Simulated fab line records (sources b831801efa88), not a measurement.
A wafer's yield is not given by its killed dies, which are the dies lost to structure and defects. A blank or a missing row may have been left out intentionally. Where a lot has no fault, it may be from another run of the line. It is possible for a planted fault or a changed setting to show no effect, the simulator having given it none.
Which tool did it?    flow gf180mcu    13 lots, 39 wafers sampled, at 4 steps of a route of 602

== WHAT THE GAUGES SHOWED, per wafer ==
GF_PASSIVATION_THK_MEAS_03. Usual: PASSIVATION_CVD_02_THK 702 nm, standard deviation 9.4.
lot   measured      on             PASSIVATION_CVD_02_THK (nm)  flag
L859  day 28 09:47  film metro-03  688 705 697                  
L860  day 28 18:05  film metro-03  703 698 719                  
L861  day 29 00:55  film metro-03  688 697 698                  
L863  day 29 16:40  film metro-03  698 709 705                  
L864  day 29 22:38  film metro-03  705 710 705                  
L865  day 30 07:42  film metro-03  703 716 705                  
L866  day 30 13:16  film metro-04  720 723 712                  
L867  day 30 22:56  film metro-04  704 704 707                  
L869  day 31 09:03  film metro-04  691 716 706                  
L870  day 31 18:58  film metro-04  706 698 720                  
L871  day 32 10:20  film metro-03  687 683 696                  
L873  day 32 13:44  film metro-03  698 717 709                  
L874  day 32 15:17  film metro-04  695 708 709                  

== WHICH TOOL RAN EACH LOT (tool, then ch and the chambers of the sampled wafers, then the start) ==
lot   GF_DUAL_GATE_OXIDATION_02      GF_MIM_SPUTTER_03             GF_V5_STRIP_18
L859  furnace-02 ch 0, day 7 21:29   pvd sputter-04, day 24 17:21  plasma asher-01 ch 0,1, day 27 11:08
L860  furnace-01 ch 0, day 8 03:31   pvd sputter-03, day 25 02:53  plasma asher-02 ch 0,1, day 27 19:47
L861  furnace-01 ch 0, day 8 09:24   pvd sputter-03, day 25 11:39  plasma asher-02 ch 0,1, day 28 02:50
L863  furnace-01 ch 0, day 8 23:53   pvd sputter-04, day 26 04:31  plasma asher-04 ch 0,1, day 28 18:53
L864  furnace-01 ch 0, day 9 05:37   pvd sputter-04, day 26 10:11  plasma asher-04 ch 0,1, day 29 01:08
L865  furnace-01 ch 0, day 9 12:33   pvd sputter-04, day 26 19:56  plasma asher-01 ch 0, day 29 09:44
L866  furnace-02 ch 0, day 9 18:47   pvd sputter-01, day 27 02:55  plasma asher-04 ch 0,1, day 29 16:32
L867  furnace-01 ch 0, day 10 04:05  pvd sputter-04, day 27 14:05  plasma asher-04 ch 0,1, day 30 02:11
L869  furnace-01 ch 0, day 10 16:16  pvd sputter-01, day 28 01:16  plasma asher-02 ch 0,1, day 30 12:07
L870  furnace-01 ch 0, day 11 00:25  pvd sputter-01, day 28 12:37  plasma asher-04 ch 0,1, day 30 23:14
L871  furnace-01 ch 0, day 11 04:33  pvd sputter-04, day 28 20:15  plasma asher-01 ch 0,1, day 31 06:53
L873  furnace-02 ch 0, day 11 18:56  pvd sputter-01, day 29 10:19  plasma asher-02 ch 0,1, day 31 17:47
L874  furnace-01 ch 0, day 11 23:59  pvd sputter-04, day 29 12:31  plasma asher-04 ch 0,1, day 31 20:09
- GF_DUAL_GATE_OXIDATION_02: stabilise 600 s, purge 300 s, target thk 10.887 nm.
- GF_MIM_SPUTTER_03: material Ti, target thk 10 nm, time 6.7 s.
- GF_V5_STRIP_18: strips in O2/N2.

== AS READ BY THE TOOLS THEMSELVES (means over the sampled wafers that have a number; for cases with no such wafer, the mark the record gives instead) ==
GF_DUAL_GATE_OXIDATION_02. Usual: ox temp c 900.0 C, standard deviation 0.38; spike tc lower C 899.9 C, standard deviation 1; zone power top pct 29.1 %, standard deviation 2.1.
lot   tool        ox temp c (C)  spike tc lower C (C)  zone power top pct (%)  flag
L859  furnace-02  900.0          900.5                 26.8                    
L860  furnace-01  899.9          899.1                 31.2                    
L861  furnace-01  899.9          898.9                 31.2                    
L863  furnace-01  900.1          898.2                 31.4                    
L864  furnace-01  900.3          899.6                 31.5                    
L865  furnace-01  900.1          900.2                 31.2                    
L866  furnace-02  899.5          900.3                 27.1                    
L867  furnace-01  899.6          900.2                 31.3                    
L869  furnace-01  899.7          900.0                 31.1                    
L870  furnace-01  900.1          898.4                 31.4                    
L871  furnace-01  900.0          899.7                 31.1                    
L873  furnace-02  899.9          900.6                 27.1                    
L874  furnace-01  900.3          899.5                 31.2                    

GF_MIM_SPUTTER_03. Usual: cathode dc power W 2999.9 W, standard deviation 0.52; throttle valve pct 30.4 %, standard deviation 1.1.
lot   tool            cathode dc power W (W)  throttle valve pct (%)  flag
L859  pvd sputter-04  2999.6                  30.2                    
L860  pvd sputter-03  3000.1                  30.0                    
L861  pvd sputter-03  3000.0                  29.2                    
L863  pvd sputter-04  2999.8                  31.0                    
L864  pvd sputter-04  3000.3                  30.4                    
L865  pvd sputter-04  2999.7                  30.1                    
L866  pvd sputter-01  2999.7                  30.4                    
L867  pvd sputter-04  2999.4                  30.5                    
L869  pvd sputter-01  2999.8                  30.2                    
L870  pvd sputter-01  2999.7                  30.9                    
L871  pvd sputter-04  2999.9                  31.2                    
L873  pvd sputter-01  2999.7                  31.0                    
L874  pvd sputter-04  2999.4                  30.2                    

GF_V5_STRIP_18. Usual: chamber pressure mTorr 1500.0 mTorr, standard deviation 1.3; drypump motor current A 5.99 A, standard deviation 0.25; heater power w 331 W, standard deviation 60; oes product au 0.568 a.u., standard deviation 0.0051.
lot   tool             chamber pressure mTorr (mTorr)  drypump motor current A (A)  heater power w (W)  oes product au (a.u.)  flag
L859  plasma asher-01  1499.4                          6.10                         293                 0.569                  
L860  plasma asher-02  1500.4                          5.66                         338                 0.571                  
L861  plasma asher-02  1500.1                          5.96                         387                 0.570                  
L863  plasma asher-04  1500.0                          6.02                         313                 0.571                  
L864  plasma asher-04  1500.0                          6.01                         313                 0.567                  
L865  plasma asher-01  1499.6                          6.38                         243                 0.569                  
L866  plasma asher-04  1499.8                          6.04                         352                 0.563                  
L867  plasma asher-04  1499.1                          6.02                         346                 0.573                  
L869  plasma asher-02  1500.2                          5.96                         382                 0.572                  
L870  plasma asher-04  1500.3                          6.03                         350                 0.566                  
L871  plasma asher-01  1499.7                          6.24                         266                 0.567                  
L873  plasma asher-02  1500.1                          5.95                         380                 0.569                  
L874  plasma asher-04  1499.5                          5.98                         316                 0.574                  

== THE ANSWER, worked out from the rows above alone ==
Rule: take the mean of a lot's wafers that have a number; if it is more than 3 standard deviations from the usual mean, the lot is off. A lot without any number at a reading at which 4 lots or more have one is off too. The other lots that the step has rows for count as sound. Order of review: gauges by route order, followed by the tools' own readings, for which a lot's mean as printed above is used. At the first step where some lot is off, the reading lying furthest off is the one used; lots without a number count as furthest.
No lot is off on any of the readings shown, so nothing can be concluded from this.

== WHAT WAS PUT IN BY THE SIMULATOR ==
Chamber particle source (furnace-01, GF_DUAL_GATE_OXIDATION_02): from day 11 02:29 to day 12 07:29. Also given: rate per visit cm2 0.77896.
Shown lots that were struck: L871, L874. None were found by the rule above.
